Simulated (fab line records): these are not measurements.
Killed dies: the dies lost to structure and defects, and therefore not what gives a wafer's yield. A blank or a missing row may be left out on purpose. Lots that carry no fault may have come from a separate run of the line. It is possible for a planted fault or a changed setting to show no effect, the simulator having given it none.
Problem report, 8D (eight disciplines) form, completed by code + flow gf180mcu + the parts of the form that need people (team, actions taken, sign-off) are left out

## 1. WHAT WENT WRONG
Wafers without a fault read 280.4 nm, standard deviation 1.3; cd-nm at GF_M2_CD_MEAS_14 reads a mean of 293.9 nm on 6 wafers belonging to 2 lots. That is +10 standard deviations from the usual mean.
The step: target cd 280 nm.
First seen on wafer L708.3, day 21 04:24, on cd-sem-01. At this step, 33 wafers from 11 lots have a number in the record. By rule, "out" or "out of limits" means more than 4 standard deviations away from the usual mean. The rest of the wafers with a number are treated as sound.

## 2. WHAT IT IS, WHAT IT ISN'T
| question                    | is                     | is not                                                                                       |
|-----------------------------|------------------------|----------------------------------------------------------------------------------------------|
| which readings at this step | cd-nm                  | -                                                                                            |
| which lots                  | L708, L714             | L703, L705, L706, L707, L712, L715, L722, L723, L724                                         |
| which wafers of those lots  | all that have a number | -                                                                                            |
| read on which gauges        | cd-sem-01, cd-sem-02   | -                                                                                            |
| when                        | from day 21 04:24      | up to then (12 sound wafers); but 15 sound wafers of L712, L715, L722, L723, L724 came after |

## 3. SUSPECTS, AND WHAT RULES EACH OUT
Counting: a tool at a process step up to the reading stays a suspect if it ran every lot that is out and no sound lot after the first of them.
- ruled out: the gauge at GF_M2_CD_MEAS_14. The wafers that are out were read on 2 gauges (cd-sem-01, cd-sem-02).
- cmp-01 at GF_V1_CMP_04 (polishes SiO2): ruled out as a lasting fault. Following L708 (day 19 01:41), the first lot on it that is out, the sound lots L715, L723 were run on it.
- cmp-01 at GF_V1_CMP_26 (polishes, stops on SiO2, t overpolish 15 s, target thk 0 nm): ruled out as a lasting fault. Following L708 (day 20 03:41), the first lot on it that is out, the sound lots L722 were run on it.
- krf-scanner-02 at GF_M2_EXPOSE_11 (exposes mask Metal2, target cd 280 nm): kept. Every lot that is out went through it, starting with L708 (day 20 16:22), and after that it ran no sound lot; the last sound lot it ran before then is L707 (day 20 00:53). Out on those wafers are its own readings of exposure-dose-mJ-cm2.
After counting, what remains is krf-scanner-02 at GF_M2_EXPOSE_11.

## 4. THE CAUSE (what the simulator had put in)
Process parameters drifting: krf-scanner-02 at GF_M2_EXPOSE_11, beginning at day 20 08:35. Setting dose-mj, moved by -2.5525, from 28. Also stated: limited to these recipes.
After counting, this tool was the only one left.

## 5. SEQUENCE OF EFFECTS, ordered by route
Each row: a reading whose mean over the struck wafers that have a number lies more than 3 standard deviations from the usual. Scope: only readings with a usual standard deviation given in the record; hours: median across lots of the time from each lot's start at the first step in this table that gives one to its start at this step; sigmas: change in usual standard deviations.
| hours | step             | reading              | usual    | on struck wafers | change | sigmas |
|-------|------------------|----------------------|----------|------------------|--------|--------|
| 0     | GF_M2_EXPOSE_11  | exposure-dose-mJ-cm2 | 27.94    | 25.65            | -2.29  | -76    |
| 11    | GF_M2_CD_MEAS_14 | cd-nm                | 280.4 nm | 293.9            | +13.5  | +10    |
Process steps it contains:
- GF_M2_EXPOSE_11: exposes mask Metal2, target cd 280 nm.

## 6. HOW IT WOULD HAVE BEEN CAUGHT EARLIER
The first out-of-limits reading at a measuring or inspecting step in this record came at day 21 04:24, 20 hours after the fault's start at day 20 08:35.
Tool's own readings at GF_M2_EXPOSE_11, exposure-dose-mJ-cm2: out on all struck wafers the step has rows for; an alarm limit on them would have tripped on the first.
Lots out: 2; of these, L714 started GF_M2_EXPOSE_11 on krf-scanner-02 after day 21 04:24. A hold on the tool at that time would have spared it.
